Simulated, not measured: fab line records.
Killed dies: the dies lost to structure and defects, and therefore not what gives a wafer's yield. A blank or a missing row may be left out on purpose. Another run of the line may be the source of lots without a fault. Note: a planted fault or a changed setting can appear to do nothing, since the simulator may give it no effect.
Comparing a struck lot with a sound one || flow sfq_line || 42 steps out of a route of 325
Sound: these wafers, L295.1, L295.2, L295.3. Struck: wafers L297.1, L297.2, L297.4. At the end, the cause is stated.
For every step that has rows: the tool of each side, followed by ch and its chambers, followed by its first start. Under that, the readings that differ: sound wafers || struck wafers || difference of the means || sigmas: that difference in standard deviations of wafers without a fault.
alike: a reading whose means differ by less than 2 such deviations, as well as words and numbers matching on both sides. not compared: withheld readings; readings where some wafer has no value; bounds like >300 that might hide an equal value; numbers whose values overlap and for which the record gives no deviation.
Wherever a step has rows on one side only, a row that says differs or no value, or a row with sigmas, the two part there. Numbers that don't overlap but have no deviation are shown without sigmas and don't part them. A reading missing from all wafers of one side parts the sides only when that side holds two or more wafers.

first, 6 steps without rows for these wafers: SFQ_TRILAYER_M6_LITHO_COAT_164 (resist thk 62 nm); SFQ_TRILAYER_M6_LITHO_COAT_159 (resist thk 600 nm); SFQ_TRILAYER_M6_LITHO_SOFTBAKE_163; SFQ_TRILAYER_M6_LITHO_EXPOSE_160 (exposes mask M6, target cd 500 nm); SFQ_TRILAYER_M6_LITHO_PEB_162 (peb time 60 s); SFQ_TRILAYER_M6_LITHO_DEVELOP_161 (time 60 s).
SFQ_M6_OVL_MEAS_940:
  sound on overlay-02 at day 74 07:07; struck on overlay-02 at day 75 12:08
  alike: M6_OVL
SFQ_TRILAYER_M6_BARC_OPEN_METAL_ETCH_206: etches BARC in O2, target depth 125 nm, time 41.7 s.
  sound on rie_metal-01 ch 0,1, day 74 07:09; struck on rie_metal-02 ch 0,1, day 75 12:10
  alike: drypump_motor_current_A, oes_product_au
  not compared: rf_hours_counter_h
then, 3 steps without rows for these wafers: SFQ_TRILAYER_M6_ETCH_METAL_ETCH_162 (etches Nb in Cl2/Ar, stops on SiO2, target depth 240 nm, time 120 s); SFQ_TRILAYER_M6_STRIP_STRIP_163 (strips in O2); SFQ_TRILAYER_M6_STRIP_SOLV_CLEAN_164 (cleans in NMP, time 600 s).
SFQ_TRILAYER_I6_DEP_PECVD_165: deposits SiO2 from SiH4/N2O, time 111.11 s, target thk 500 nm.
  sound on pecvd-04 ch 0,1,2, day 74 08:07; struck on pecvd-04 ch 0,1,2, day 75 13:07
  alike: heater_power_w, throttle_valve_pct
  not compared: since_wet_clean_h
SFQ_TRILAYER_I6_CMP_CMP_166: polishes SiO2.
  sound on cmp-02 ch 0,2,3, day 74 08:11; struck on cmp-02 ch 0,1,2, day 75 13:46
  no value came back on the struck wafers for edge_zone_pressure_frac, head_pressure_psi (psi), motor_current_A (A), time_to_endpoint_s (s); on the sound wafers edge_zone_pressure_frac reads 0.998 0.997 1.000
{"reading": "model.SiO2_of_TRILAYER_I6_DEP_PECVD_165.thk_nm (nm)", "sound": "200.9 200.2 200.1", "struck": "489.5 493.5 501.3", "difference": "+294.4", "sigmas": ""}
SFQ_I6_BOW_MEAS_941:
  sound on film_metro-01 at day 74 11:11; struck on film_metro-01 at day 75 16:46
  alike: I6_BOW
SFQ_TRILAYER_I6_METRO_MEASURE_167:
  sound on film_metro-01 at day 74 11:19; struck on film_metro-01 at day 75 16:53
{"reading": "thk_nm (nm)", "sound": "201.0 200.2 200.1", "struck": "489.8 493.4 501.1", "difference": "+294.3", "sigmas": "+99 or more"}
then, 6 steps without rows for these wafers: SFQ_TRILAYER_I6_VIA_LITHO_COAT_174 (resist thk 62 nm); SFQ_TRILAYER_I6_VIA_LITHO_COAT_169 (resist thk 650 nm); SFQ_TRILAYER_I6_VIA_LITHO_SOFTBAKE_173; SFQ_TRILAYER_I6_VIA_LITHO_EXPOSE_170 (exposes mask I6, target cd 700 nm); SFQ_TRILAYER_I6_VIA_LITHO_PEB_172 (peb time 60 s); SFQ_TRILAYER_I6_VIA_LITHO_DEVELOP_171 (time 60 s).
-- the record jumps here: 5 days lie between the struck wafers' starts before and after --
SFQ_I6_OVL_MEAS_942:
  sound on overlay-01 at day 78 22:40; struck on overlay-02 at day 80 05:16
  alike: I6_OVL
then, 1 step without rows for these wafers: SFQ_TRILAYER_I6_VIA_BARC_OPEN_VIA_ETCH_235 (etches BARC in O2, target depth 125 nm, time 41.7 s).
SFQ_TRILAYER_I6_VIA_ETCH_VIA_ETCH_172: etches SiO2 in CHF3, stops on Nb, target depth 260 nm.
  sound on rie_diel-02 ch 0,2,3, day 78 22:44; struck on rie_diel-02 ch 0,1,2, day 80 05:20
{"reading": "oes_product_au (a.u.)", "sound": "0.867 0.850 0.852", "struck": "1.617 1.649 1.618", "difference": "+0.772", "sigmas": "+99 or more"}
{"reading": "model.etch.depth_nm (nm)", "sound": "200.9 200.2 200.1", "struck": "257.4 263.5 258.1", "difference": "+59.3", "sigmas": ""}
{"reading": "model.I6.feature_depth_nm (nm)", "sound": "200.9 200.2 200.1", "struck": "257.4 263.5 258.1", "difference": "+59.3", "sigmas": ""}
  alike: drypump_motor_current_A
then, 2 steps without rows for these wafers: SFQ_TRILAYER_I6_VIA_STRIP_STRIP_173 (strips in O2); SFQ_TRILAYER_I6_VIA_STRIP_SOLV_CLEAN_174 (cleans in NMP, time 600 s).
SFQ_TRILAYER_M7_DEP_PRE_CLEAN_176: time 22.5 s.
  sound on pvd_sputter-06 at day 78 23:38; struck on pvd_sputter-04 at day 80 06:13
{"reading": "model.SiO2_of_TRILAYER_I6_DEP_PECVD_165.thk_nm (nm)", "sound": "193.4 192.8 192.6", "struck": "482 486 493.8", "difference": "+294", "sigmas": ""}
SFQ_TRILAYER_M7_DEP_SPUTTER_175: material Nb, target thk 200 nm, time 133.3 s.
  sound on pvd_sputter-06 at day 78 23:40; struck on pvd_sputter-04 at day 80 06:15
  alike: throttle_valve_pct
SFQ_M7_RS_MEAS_943: uses a four-point probe to measure.
  sound on film_metro-02 at day 78 23:45; struck on film_metro-04 at day 80 06:20
  alike: M7_NB_RS
then, 6 steps without rows for these wafers: SFQ_TRILAYER_M7_LITHO_COAT_182 (resist thk 62 nm); SFQ_TRILAYER_M7_LITHO_COAT_177 (resist thk 600 nm); SFQ_TRILAYER_M7_LITHO_SOFTBAKE_181; SFQ_TRILAYER_M7_LITHO_EXPOSE_178 (exposes mask M7, target cd 500 nm); SFQ_TRILAYER_M7_LITHO_PEB_180 (peb time 60 s); SFQ_TRILAYER_M7_LITHO_DEVELOP_179 (time 60 s).
SFQ_M7_OVL_MEAS_945:
  sound on overlay-02 at day 79 22:46; struck on overlay-01 at day 80 14:22
  alike: M7_OVL
then, 2 steps without rows for these wafers: SFQ_TRILAYER_M7_BARC_OPEN_METAL_ETCH_229 (etches BARC in O2, target depth 125 nm, time 41.7 s); SFQ_TRILAYER_M7_ETCH_METAL_ETCH_180 (etches Nb in Cl2/Ar, stops on SiO2, target depth 240 nm, time 120 s).
SFQ_TRILAYER_M7_STRIP_STRIP_181: strips in O2.
  sound on rie_metal-03 ch 0,1, day 79 22:59; struck on rie_metal-04 ch 0,1, day 80 14:35
  alike: drypump_motor_current_A, oes_product_au
  not compared: rf_hours_counter_h
then, 1 step without rows for these wafers: SFQ_TRILAYER_M7_STRIP_SOLV_CLEAN_182 (cleans in NMP, time 600 s).
SFQ_TRILAYER_I7_DEP_PECVD_183: deposits SiO2 from SiH4/N2O, time 111.11 s, target thk 500 nm.
  sound on pecvd-01 ch 0,1,2, day 79 23:46; struck on pecvd-02 ch 0,1,2, day 80 15:22
  alike: heater_power_w, throttle_valve_pct
  not compared: since_wet_clean_h
-- the record jumps here: 4 days lie between the struck wafers' starts before and after --
SFQ_M8_BOW_MEAS_951:
  sound on film_metro-04 at day 84 02:21; struck on film_metro-02 at day 85 00:06
{"reading": "model.etest.i6.link_ohm", "sound": "1.882 1.862 1.877", "struck": "1e+06 1e+06 1e+06", "difference": "+1e+06", "sigmas": ""}
  alike: M8_BOW

WHERE THEY PART
Earliest at SFQ_TRILAYER_I6_CMP_CMP_166; latest, in this record, at SFQ_TRILAYER_I6_VIA_ETCH_VIA_ETCH_172. Later steps at which nothing parts them and some readings are alike: SFQ_TRILAYER_M7_DEP_SPUTTER_175, SFQ_M7_RS_MEAS_943, SFQ_M7_OVL_MEAS_945, SFQ_TRILAYER_M7_STRIP_STRIP_181, SFQ_TRILAYER_I7_DEP_PECVD_183, SFQ_M8_BOW_MEAS_951.

WHY: whatever the simulator had introduced
Entire step skipped (cmp-02, SFQ_TRILAYER_I6_CMP_CMP_166), from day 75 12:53 onward. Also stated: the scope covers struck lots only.
